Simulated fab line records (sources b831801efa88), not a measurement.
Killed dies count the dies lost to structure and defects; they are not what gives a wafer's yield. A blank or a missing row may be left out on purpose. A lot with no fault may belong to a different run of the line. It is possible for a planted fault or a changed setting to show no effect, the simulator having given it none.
8D (eight disciplines) problem report, filled in by code -- flow sky130 -- the parts of the form that need people (team, actions taken, sign-off) are left out

== 1. PROBLEM STATEMENT ==
SKY_LDD_P_CD_MEAS_07, cdNm: mean 367.8 nm over 1 wafer from 1 lot; wafers with no fault: 380.5 nm, standard deviation 2.7. That is -4.7 standard deviations from the usual mean.
The step: target cd 380 nm.
Seen first at day 23 02:41 on cdSem-02, wafer L558.5. Wafers with a number at this step in the record: 38, from 13 lots. Rule for "out" (also "out of limits"): further than 4 standard deviations from the usual mean. All remaining wafers that have a number are taken as sound.

== 2. WHAT THIS IS AND IS NOT ==
question,is,is not
which readings at this step,cdNm,-
which lots,L558,"L547, L548, L550, L551, L552, L559, L565, L566, L567, L568, L569, L570"
which wafers of those lots,L558.5,L558.6
read on which gauges,cdSem-02,cdSem-01
when,from day 23 02:41,"up to then (16 sound wafers); but 21 sound wafers of L559, L565, L566, L567, L568, L569, L570 came after"

== 3. WHAT RULES OUT EACH SUSPECT ==
Counting: a tool at a process step up to the reading stays a suspect if it ran every lot that is out. Sound lots after the first of them don't rule it out here, since some wafers of a struck lot are sound.
- the gauge at SKY_LDD_P_CD_MEAS_07: kept. All the wafers that are out were read on cdSem-02, and no step on other tools shows them out.
- ilineStepper-01 at SKY_LDD_P_EXPOSE_04 (exposes mask PSDM, target cd 380 nm): kept. It ran the lot that is out, L558 (day 22 11:34); its last sound lot up to then is L551 (day 19 19:39).
Left after counting: ilineStepper-01 at SKY_LDD_P_EXPOSE_04, cdSem-02 at SKY_LDD_P_CD_MEAS_07.

== 4. THE CAUSE (what the simulator had put in) ==
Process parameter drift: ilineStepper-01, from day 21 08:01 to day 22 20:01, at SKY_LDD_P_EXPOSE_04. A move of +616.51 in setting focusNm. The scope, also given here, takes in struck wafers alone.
Counting leaves 2 suspects; this tool is one of them.

== 5. THE EFFECT CHAIN, in route order ==
Rows list readings where the struck wafers' mean (over those with a number) sits beyond 3 standard deviations from the usual. Only readings for which the record gives a usual standard deviation are gone through. hours: the time from each lot's start at the first step in this table that gives one to its start at this step, as a median over the lots. sigmas: the change in usual standard deviations.
hours,step,reading,usual,on struck wafers,change,sigmas
0,SKY_LDD_P_CD_MEAS_07,cdNm,380.5 nm,367.8,-12.7,-4.7

== 6. WHAT WOULD HAVE CAUGHT IT SOONER ==
In this record the first reading out of limits at a measuring or inspecting step was taken at day 23 02:41, 43 hours after the fault began at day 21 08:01.
Tool readings at SKY_LDD_P_EXPOSE_04 with a usual standard deviation given in the record: none out on any struck wafer, hence no alarm at a limit of 4 standard deviations on them.
Lots out: 1; all had begun SKY_LDD_P_EXPOSE_04 on ilineStepper-01 by day 23 02:41. Tool hold at that time: it would have spared none of them.
